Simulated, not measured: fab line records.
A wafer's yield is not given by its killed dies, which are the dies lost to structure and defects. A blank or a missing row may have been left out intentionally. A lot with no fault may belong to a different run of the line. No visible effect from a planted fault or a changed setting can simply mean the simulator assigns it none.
The tool behind it: which one? | flow sfq-line | 21 wafers from 7 lots sampled at 4 of the route's 325 steps

## WHAT THE GAUGES SHOWED, per wafer
SFQ_M7_OVL_MEAS_945.
lot  | measured     | on         | M7_OVL (nm)
L281 | day 74 02:24 | overlay-02 | -2 -1 3
L285 | day 77 01:28 | overlay-01 | -3 1 -1
L287 | day 77 09:50 | overlay-02 | 1 -1 4
L291 | day 78 20:38 | overlay-01 | 1 9 7
L295 | day 80 07:26 | overlay-02 | 2 -1 1
L297 | day 80 11:02 | overlay-02 | - - -
L303 | day 82 17:48 | overlay-01 | -5 -5 -7

## EACH LOT AND THE TOOL THAT RAN IT (in order: tool; ch and the chambers of the sampled wafers; start)
lot  | SFQ_TRILAYER_M3_BARC_OPEN_METAL_ETCH_100 | SFQ_TRILAYER_R5_DEP_SPUTTER_134 | SFQ_TRILAYER_C5_LITHO_EXPOSE_152
L281 | rie-metal-04 ch 0,1, day 43 17:25        | pvd-sputter-04, day 51 21:34    | krf-scanner-01 ch 0, day 62 08:03
L285 | rie-metal-02 ch 0,1, day 45 18:55        | pvd-sputter-06, day 58 15:38    | krf-scanner-01 ch 0, day 68 06:58
L287 | rie-metal-04 ch 0,1, day 45 21:17        | pvd-sputter-06, day 58 22:35    | krf-scanner-01 ch 0, day 68 08:46
L291 | rie-metal-04 ch 0,1, day 48 02:28        | pvd-sputter-05, day 59 20:19    | krf-scanner-01 ch 0, day 69 00:46
L295 | rie-metal-03 ch 0,1, day 48 14:29        | pvd-sputter-06, day 60 07:07    | krf-scanner-01 ch 0, day 69 22:07
L297 | rie-metal-04 ch 0,1, day 48 20:29        | pvd-sputter-05, day 60 13:07    | krf-scanner-01, day 70 00:43
L303 | rie-metal-03 ch 0,1, day 49 14:39        | pvd-sputter-06, day 62 00:17    | krf-scanner-01 ch 0, day 70 18:31
- SFQ_TRILAYER_M3_BARC_OPEN_METAL_ETCH_100: etches BARC in O2, target depth 125 nm, time 41.7 s.
- SFQ_TRILAYER_R5_DEP_SPUTTER_134: material Ti, target thk 5 nm, time 5 s.
- SFQ_TRILAYER_C5_LITHO_EXPOSE_152: exposes mask C5, target cd 500 nm.

## THE ANSWER, worked out from the rows above alone
Rule: usual is defined by the lots themselves. The widest of any qualifying gaps counts: lots, ordered by their means at a reading, are off when they make up no more than a third of the lots, leave a main group of 4 or more, and stand apart from it by 3 or more times the standard deviation of that group's means. A main group whose means are all the same, to the digits that the tables above print for the reading, isn't used. A lot without any number at a reading at which 4 lots or more have one is off too. Any other lot the step has rows for is counted as sound.
Off: at SFQ_M7_OVL_MEAS_945 (M7_OVL), L297. Without a number there: L297. Main group: mean 0 nm, sd 3.3.
A tool fits if, at a process step before that reading, it ran every lot that is off, and no sound lot after the first of them. The gauges at SFQ_M7_OVL_MEAS_945 are tried like those tools. Can't be told from this: 3 tools fit, rie-metal-04 at SFQ_TRILAYER_M3_BARC_OPEN_METAL_ETCH_100, pvd-sputter-05 at SFQ_TRILAYER_R5_DEP_SPUTTER_134, overlay-02 at SFQ_M7_OVL_MEAS_945.

## WHAT THE SIMULATOR HAD INSERTED
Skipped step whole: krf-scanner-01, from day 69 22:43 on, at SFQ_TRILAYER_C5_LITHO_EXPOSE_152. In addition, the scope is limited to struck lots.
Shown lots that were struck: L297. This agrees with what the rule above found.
